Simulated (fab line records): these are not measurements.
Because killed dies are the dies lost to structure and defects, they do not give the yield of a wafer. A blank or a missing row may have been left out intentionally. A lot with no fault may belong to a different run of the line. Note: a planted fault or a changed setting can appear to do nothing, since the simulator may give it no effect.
Code-filled problem report in 8D (eight disciplines) form :: flow sky130 :: the parts of the form that need people (team, actions taken, sign-off) are left out

1. PROBLEM STATEMENT
run_length_s at SKY_SD_N_CLEAN_13 reads a mean of 74 s on 3 wafers of 1 lot; wafers without a fault read 180 s with a standard deviation of 3.9. That puts it -27 standard deviations away from the usual mean.
The step: cleans in SC1/SC2, time 150 s.
Seen first at day 31 15:28 on wet_bench-04, wafer L750.1. The record has a number at this step for 39 wafers belonging to 13 lots. By rule, "out" or "out of limits" means more than 4 standard deviations away from the usual mean. The rest of the wafers with a number are treated as sound.

2. WHAT THIS IS AND IS NOT
question: which readings at this step
is: run_length_s
is not: bath_heat_duty_pct

question: which lots
is: L750
is not: L741, L742, L754, L756, L757, L758, L759, L760, L761, L762, L763, L764

question: which wafers of those lots
is: all that have a number
is not: -

question: read on which tools
is: wet_bench-04
is not: wet_bench-01, wet_bench-02

question: when
is: from day 31 15:28
is not: up to then (6 sound wafers); but 30 sound wafers of L754, L756, L757, L758, L759, L760, L761, L762, L763, L764 came after

3. THE SUSPECTS, EACH WITH WHAT RULES IT OUT
Counting: any tool at a process step up to the reading is kept as a suspect provided that every lot that is out went through it and no sound lot did after the first of them.
- wet_bench-04 at SKY_SD_N_CLEAN_13 (cleans in SC1/SC2, time 150 s): ruled out as a lasting fault. The sound lots L759, L761, L763 went through it after L750, its earliest lot that is out (day 31 15:28).
Left after counting: nothing in the record.

4. THE CAUSE (what the simulator had put in)
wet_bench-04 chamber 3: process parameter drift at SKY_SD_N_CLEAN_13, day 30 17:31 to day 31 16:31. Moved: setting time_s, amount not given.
Counting ruled it out, wrongly.

5. THE CHAIN OF EFFECTS, in route order
Each row: a reading whose mean over the struck wafers that have a number lies more than 3 standard deviations from the usual. Only readings for which the record gives a usual standard deviation are gone through. hours: the time from each lot's start at the first step in this table that gives one to its start at this step, as a median over the lots. sigmas: the change in usual standard deviations.
hours: 0
step: SKY_SD_N_CLEAN_13
reading: run_length_s
usual: 180 s
on struck wafers: 74
change: -106
sigmas: -27
Here are the process steps it includes:
- SKY_SD_N_CLEAN_13: cleans in SC1/SC2, time 150 s.
Later measuring or inspecting steps at which every struck wafer that the step has a row for has a number for every such reading, and none has moved that far: SKY_CONTACT_BOW_MEAS_05.

6. HOW IT WOULD HAVE BEEN CAUGHT EARLIER
In this record no reading fell out of limits until day 31 15:28, 22 hours after the fault had begun at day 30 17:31.
